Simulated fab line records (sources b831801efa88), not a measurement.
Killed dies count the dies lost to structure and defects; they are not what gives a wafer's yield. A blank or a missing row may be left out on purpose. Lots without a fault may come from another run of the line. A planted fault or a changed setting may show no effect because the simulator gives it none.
One fault seen from 2 desks | flow sky130 | every desk sees just its own numbers, and what lay behind them comes last

## DESK OF THE TOOL OWNER: lpcvd-02
The tool's own readings at SKY_SPACER_CVD_00 (deposits Si3N4 from DCS/NH3, target thk 43.1 nm, time 740 s): means of the sampled wafers that have a number, for each lot that ran on this tool. Any lot whose mean is over 4 standard deviations away from the usual mean is out of limits and marked OUT; that distance is given in the brackets.
Columns: A = spike-tc-bottom-C at SKY_SPACER_CVD_00, usual 789.2 C
lot  | first seen here | A
L235 | day 24 02:26    | 789.1
L236 | day 24 11:49    | 788.3
L237 | day 24 21:57    | 788.8
L244 | day 27 08:43    | 789.0
L246 | day 28 03:34    | 787.6
L248 | day 28 13:57    | 790.2
L251 | day 30 13:19    | 789.6
L252 | day 30 14:31    | 788.7
L250 | day 30 15:43    | 789.6
L253 | day 30 15:43    | 788.7
L254 | day 30 16:55    | 790.0
This desk's finding: nothing out of limits on any of the 11 lots.

## FROM THE METROLOGY DESK
What the gauges read for every lot (on any tool): the sampled wafers with a number, averaged. Any lot whose mean is over 4 standard deviations away from the usual mean is out of limits and marked OUT; that distance is given in the brackets.
Columns: A = SPACER_CVD_00_THK at SKY_SPACER_THK_MEAS_01, usual 43.0 nm; B = LI_CONTACT_BOW at SKY_LI_CONTACT_BOW_MEAS_03, usual 57 um
lot  | first seen here | A               | B
L235 | day 24 03:40    | 43.2            | 57
L236 | day 24 13:02    | 46.3 (+8.0) OUT | 60
L237 | day 24 23:10    | 46.5 (+8.5) OUT | 49
L244 | day 27 09:56    | 42.9            | 57
L246 | day 28 04:48    | 42.7            | 52
L248 | day 28 15:09    | 42.6            | 60
L251 | day 30 14:31    | 43.4            | 57
L252 | day 30 15:44    | 42.9            | 54
L250 | day 30 16:56    | 42.9            | 53
L253 | day 30 16:56    | 42.7            | 52
L254 | day 30 18:08    | 43.4            | 66
This desk finds L236, L237 out of limits, with the earliest case on L236 at day 24 13:02 (SPACER_CVD_00_THK at SKY_SPACER_THK_MEAS_01). Within limits: L235, L244, L246, L248, L251, L252, L250, L253, L254.

## BROUGHT TOGETHER
On L236, L237, the metrology desk was in a position to raise an alarm at day 24 13:02.
The tool owner's desk saw nothing out of limits.
The tool owner's desk has L236, L237 on record, within its limits.
Every lot named ran SKY_SPACER_CVD_00 on lpcvd-02.

## WHAT WAS PUT IN BY THE SIMULATOR
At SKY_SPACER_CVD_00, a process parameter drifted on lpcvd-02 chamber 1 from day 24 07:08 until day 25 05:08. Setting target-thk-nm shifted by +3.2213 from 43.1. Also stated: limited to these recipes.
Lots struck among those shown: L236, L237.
Time in hours between the start of the fault and the first out-of-limits reading at each desk: metrology desk, 6.
